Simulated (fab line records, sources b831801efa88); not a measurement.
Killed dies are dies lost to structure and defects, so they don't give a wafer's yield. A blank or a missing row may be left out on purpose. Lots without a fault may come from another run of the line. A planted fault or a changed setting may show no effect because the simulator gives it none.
fab line records | flow sfq_line
record lots=14 wafers=42 last_day=91
route steps=325 shown M1@59 R5@214
lots that met no fault: from a run of the same line without faults
start_h: hours from the record's first day to the start of the lot's first wafer shown | wait_h: hours since the lot's step before | " the same as in the row above | L1.1+2: a row that stands for several wafers | - no value, or no start given | * or withheld: withheld | < > ~ a bound
route shown NAME@n: a module of which the file shows steps, and the number in the route of the first | usual: mean/standard deviation of fault-free wafers | same: alike in all rows | chamber/n: place in a boat | sites: the reading at each site | _std_site: their standard deviation | _edge_site: outer sites' mean less inner sites' | radius_mm: how far each site lies from the wafer's centre | mask NAME#n: copy n | behind: the tool/chamber that last shaped the wafer | hold: why the lot was held/for how many hours/how that ended | device: the transistor (n, p or np) that didn't switch | end of line: the same wafers' tests at the end of the route | a step without rows: its recipe alone | killed: dies lost to structure and defects at the first sort, not the wafer's yield | map: a wafer's dies, x killed, . not, _ none there
set.NAME: the setting as run; set.NAME@STEP: as run at that earlier step | model.NAME: the simulator's own value behind a step, which no gauge read
steps of the route over a sample of lots; a table a step, a row a wafer
services: from which hour (start_h, from the record's first day; less than 0 if before it) a tool's chamber was out of use, for how many hours, and why
## steps
# step SFQ_TRILAYER_M1_DEP_SPUTTER_037
# recipe material=Nb base_pressure_pa=1.33e-06 chamber_pressure_pa=0.1333 substrate_temp_c=20 resputter_cathode_voltage_v=400 target_thk_nm=200 power_w=2000 time_s=133.3
# usual substrate_temp_c=20.00/0.11 throttle_valve_pct=30.3/1.1
# columns lot.wafer tool chamber start_h wait_h substrate_temp_c throttle_valve_pct
L836.2 pvd_sputter-05 - 454.84 0.0 19.95 30.8
L836.4 " - " " 19.95 29.7
L836.5 " - " " 19.94 32.0
L837.3 pvd_sputter-06 - 465.04 0.0 20.06 29.7
L837.5 " - " " 20.09 30.0
L837.6 " - " " 20.00 30.8
L838.1 pvd_sputter-04 - 477.17 0.0 20.00 30.8
L838.4 " - " " 20.06 30.7
L838.6 " - " " 20.11 29.4
L839.4 pvd_sputter-06 - 479.57 0.0 20.07 29.3
L839.5 " - " " 19.84 30.0
L839.6 " - " " 19.97 31.0
L843.3 pvd_sputter-05 - 491.77 0.0 20.04 29.6
L843.4 " - " " 19.83 31.1
L843.6 " - " " 19.91 31.9
L844.1 pvd_sputter-06 - 495.45 0.0 19.98 30.6
L844.2 " - " " 20.08 29.6
L844.6 " - " " 19.91 30.0
L845.2 pvd_sputter-04 - 496.37 0.0 19.97 30.7
L845.3 " - " " 20.30 31.1
L845.5 " - " " 19.99 29.4
L846.1 pvd_sputter-06 - 502.54 0.0 20.16 30.6
L846.2 " - " " 20.11 29.8
L846.4 " - " " 20.10 29.7
L849.1 pvd_sputter-06 - 554.09 0.0 20.14 29.9
L849.3 " - " " 20.04 30.5
L849.4 " - " " 19.84 29.6
L850.1 pvd_sputter-04 - 561.29 0.0 19.93 31.2
L850.2 " - " " 19.80 28.2
L850.5 " - " " 20.02 30.9
L856.2 pvd_sputter-04 - 618.58 0.0 19.96 27.9
L856.4 " - " " 19.93 30.7
L856.6 " - " " 20.14 29.2
L857.2 pvd_sputter-05 - 625.62 1.1 19.93 32.2
L857.3 " - " " 19.88 29.5
L857.4 " - " " 20.09 30.7
L858.1 pvd_sputter-05 - 652.10 0.0 19.98 31.9
L858.5 " - " " 20.01 31.0
L858.6 " - " " 20.11 31.5
L859.2 pvd_sputter-04 - 659.30 0.0 19.87 29.2
L859.3 " - " " 20.14 30.7
L859.5 " - " " 20.11 31.3
# step SFQ_M1_RS_MEAS_909
# recipe thk_meas_gauge=four-point-probe reads=Nb_of_TRILAYER_M1_DEP_SPUTTER_037
# usual M1_NB_RS=0.890/0.012
# columns lot.wafer tool chamber start_h wait_h M1_NB_RS[ohm/sq]
L836.2 film_metro-03 - 454.95 0.1 0.880
L836.4 " - " " 0.895
L836.5 " - " " 0.884
L837.3 film_metro-03 - 465.17 0.1 0.886
L837.5 " - " " 0.883
L837.6 " - " " 0.905
L838.1 film_metro-02 - 477.26 0.0 0.900
L838.4 " - " " 0.909
L838.6 " - " " 0.911
L839.4 film_metro-03 - 479.72 0.1 0.874
L839.5 " - " " 0.880
L839.6 " - " " 0.904
L843.3 film_metro-03 - 491.90 0.1 0.890
L843.4 " - " " 0.885
L843.6 " - " " 0.889
L844.1 film_metro-01 - 495.54 0.0 0.907
L844.2 " - " " 0.880
L844.6 " - " " 0.885
L845.2 film_metro-03 - 496.48 0.1 0.893
L845.3 " - " " 0.897
L845.5 " - " " 0.911
L846.1 film_metro-03 - 502.63 0.0 0.883
L846.2 " - " " 0.884
L846.4 " - " " 0.886
L849.1 film_metro-02 - 554.18 0.0 0.874
L849.3 " - " " 0.863
L849.4 " - " " 0.877
L850.1 film_metro-03 - 561.38 0.0 0.876
L850.2 " - " " 0.883
L850.5 " - " " 0.882
L856.2 film_metro-03 - 618.69 0.1 0.894
L856.4 " - " " 0.879
L856.6 " - " " 0.901
L857.2 film_metro-01 - 625.73 0.1 0.763
L857.3 " - " " 0.768
L857.4 " - " " 0.763
L858.1 film_metro-01 - 652.19 0.0 0.765
L858.5 " - " " 0.774
L858.6 " - " " 0.779
L859.2 film_metro-01 - 659.41 0.1 0.907
L859.3 " - " " 0.890
L859.5 " - " " 0.897
# step SFQ_TRILAYER_M1_ETCH_METAL_ETCH_042
# recipe target=Nb stop_on=SiO2 mask_material=PR chemistry=Cl2/Ar target_depth_nm=240 icp_w=616.5 bias_w=80 pressure_mtorr=10 time_s=120
# usual drypump_motor_current_A=6.0/0.49 oes_product_au=0.894/0.0085 rf_fwd_power_W=613.6/1.8
# columns lot.wafer tool chamber start_h wait_h drypump_motor_current_A oes_product_au rf_fwd_power_W rf_hours_counter_h
L836.2 rie_metal-04 1 604.28 0.0 6.2 0.908 614.9 24
L836.4 " 1 " " 6.2 0.886 613.0 -
L836.5 " 0 " " 6.1 0.901 611.5 -
L837.3 rie_metal-04 1 611.52 0.1 6.2 0.890 614.7 -
L837.5 " 1 " " 6.2 0.895 615.2 -
L837.6 " 0 " " 6.2 0.884 611.2 -
L838.1 rie_metal-02 1 619.88 0.0 5.1 0.885 612.5 52
L838.4 " 0 " " 6.3 0.887 612.4 -
L838.6 " 1 " " 5.1 0.893 615.2 -
L839.4 rie_metal-01 0 622.35 0.1 5.5 0.908 616.2 -
L839.5 " 1 " " 6.6 0.895 614.0 -
L839.6 " 0 " " 5.5 0.895 616.1 -
L843.3 rie_metal-04 0 636.85 0.1 6.2 0.895 611.2 -
L843.4 " 1 " " 6.2 0.897 616.4 -
L843.6 " 0 " " 6.2 0.892 611.6 -
L844.1 rie_metal-02 0 640.40 0.0 6.3 0.887 614.1 124
L844.2 " 1 " " 5.1 0.899 613.8 55
L844.6 " 1 " " 5.1 0.890 612.9 -
L845.2 rie_metal-04 1 644.00 0.0 6.2 0.882 612.5 30
L845.3 " 0 " " 6.2 0.886 609.8 -
L845.5 " 0 " " 6.2 0.884 610.5 -
L846.1 rie_metal-04 1 653.60 0.0 6.2 0.901 611.9 32
L846.2 " 0 " " 6.2 0.897 610.2 90
L846.4 " 1 " " 6.2 0.892 612.1 -
L849.1 rie_metal-01 1 703.18 0.0 6.6 0.904 616.0 79
L849.3 " 1 " " 6.6 0.906 614.2 -
L849.4 " 0 " " 5.5 0.900 610.8 -
L850.1 rie_metal-02 1 709.18 0.0 5.1 0.904 612.5 64
L850.2 " 0 " " 6.3 0.902 611.8 133
L850.5 " 0 " " 6.3 0.898 612.6 -
L856.2 rie_metal-04 0 760.55 0.0 6.2 0.900 611.8 104
L856.4 " 0 " " 6.2 0.903 611.0 -
L856.6 " 0 " " 6.2 0.880 614.1 -
L857.2 rie_metal-04 1 766.55 0.0 6.2 0.972 614.8 47
L857.3 " 1 " " 6.2 0.977 616.4 -
L857.4 " 0 " " 6.2 0.983 611.8 -
L858.1 rie_metal-01 1 788.07 0.0 6.5 0.972 613.8 89
L858.5 " 0 " " 5.5 0.973 615.0 -
L858.6 " 1 " " 6.5 0.965 614.9 -
L859.2 rie_metal-02 1 802.70 0.1 5.1 0.887 615.7 -
L859.3 " 1 " " 5.1 0.904 613.2 -
L859.5 " 1 " " 5.1 0.884 613.3 -
# step SFQ_TRILAYER_R5_DEP_SPUTTER_134
# recipe material=Ti base_pressure_pa=1.33e-06 target_thk_nm=5 power_w=2000 time_s=5 chamber_pressure_pa=0.4
# usual throttle_valve_pct=30.9/0.75
# columns lot.wafer tool chamber start_h wait_h throttle_valve_pct
L836.2 pvd_sputter-03 - 1363.29 0.0 31.0
L836.4 " - " " 31.2
L836.5 " - " " 30.9
L837.3 pvd_sputter-06 - 1371.30 0.0 29.8
L837.5 " - " " 29.7
L837.6 " - " " 29.7
L838.1 pvd_sputter-05 - 1372.29 0.0 31.9
L838.4 " - " " 30.9
L838.6 " - " " 31.2
L839.4 pvd_sputter-06 - 1374.30 0.0 30.8
L839.5 " - " " 29.6
L839.6 " - " " 30.7
L843.3 pvd_sputter-03 - 1395.53 0.0 31.1
L843.4 " - " " 30.2
L843.6 " - " " 30.7
L844.1 pvd_sputter-05 - 1396.29 0.0 29.6
L844.2 " - " " 31.7
L844.6 " - " " 31.9
L845.2 pvd_sputter-03 - 1416.77 0.0 31.0
L845.3 " - " " 30.8
L845.5 " - " " 31.1
L846.1 pvd_sputter-03 - 1441.50 0.0 30.4
L846.2 " - " " 30.9
L846.4 " - " " 31.0
L849.1 pvd_sputter-05 - 1448.70 0.0 30.9
L849.3 " - " " 31.8
L849.4 " - " " 29.5
L850.1 pvd_sputter-06 - 1453.63 0.0 31.0
L850.2 " - " " 30.8
L850.5 " - " " 31.0
L856.2 pvd_sputter-05 - 1500.80 0.0 29.8
L856.4 " - " " 31.1
L856.6 " - " " 31.9
L857.2 pvd_sputter-05 - 1509.20 0.0 31.0
L857.3 " - " " 29.6
L857.4 " - " " 31.8
L858.1 pvd_sputter-03 - 1513.53 0.0 31.2
L858.5 " - " " 30.6
L858.6 " - " " 31.0
L859.2 pvd_sputter-05 - 1520.65 0.0 29.7
L859.3 " - " " 30.9
L859.5 " - " " 29.4
## services
# columns tool chamber start_h hours kind
rie_metal-04 - 438.10 2.8 pm
pvd_sputter-06 - 454.07 1.0 repair
pvd_sputter-05 - 466.21 2.4 repair
pvd_sputter-05 - 510.98 2.3 repair
pvd_sputter-05 - 564.85 13.4 repair
pvd_sputter-05 - 594.28 4.6 repair
rie_metal-04 - 599.17 0.8 repair
rie_metal-04 - 602.17 0.3 repair
pvd_sputter-05 - 635.97 3.0 repair
rie_metal-04 0 667.27 3.8 repair
pvd_sputter-06 - 701.76 12.0 repair
pvd_sputter-05 - 718.10 0.9 repair
pvd_sputter-06 - 824.44 24.6 repair
pvd_sputter-06 - 973.03 2.8 repair
pvd_sputter-05 - 1120.62 0.7 repair
pvd_sputter-05 - 1200.04 1.4 repair
pvd_sputter-05 - 1262.74 1.1 repair
pvd_sputter-06 - 1280.92 3.7 repair
pvd_sputter-05 - 1292.10 10.0 repair
pvd_sputter-06 - 1296.51 4.2 repair
pvd_sputter-05 - 1300.64 1.0 repair
pvd_sputter-05 - 1302.30 0.8 repair
pvd_sputter-05 - 1401.12 3.6 repair
pvd_sputter-05 - 1466.95 3.4 repair
## key
first_sign step=SFQ_M1_RS_MEAS_909 reading=M1_NB_RS direction=down sigmas=10 usual=0.890 struck=0.768
effect step=SFQ_TRILAYER_M1_ETCH_METAL_ETCH_042 reading=oes_product_au direction=up sigmas=9.4 usual=0.894 struck=0.974
met_at SFQ_TRILAYER_M1_DEP_SPUTTER_037
struck_lots L857,L858
not_acting_at SFQ_TRILAYER_R5_DEP_SPUTTER_134
onset_between 491.77 625.62
fault kind=process_parameter_drift tool=pvd_sputter-05 chamber=- onset_h=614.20 steps=SFQ_TRILAYER_M1_DEP_SPUTTER_037 channel=time_s offset=* shape=step end_h=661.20 acts_in=* stated=*
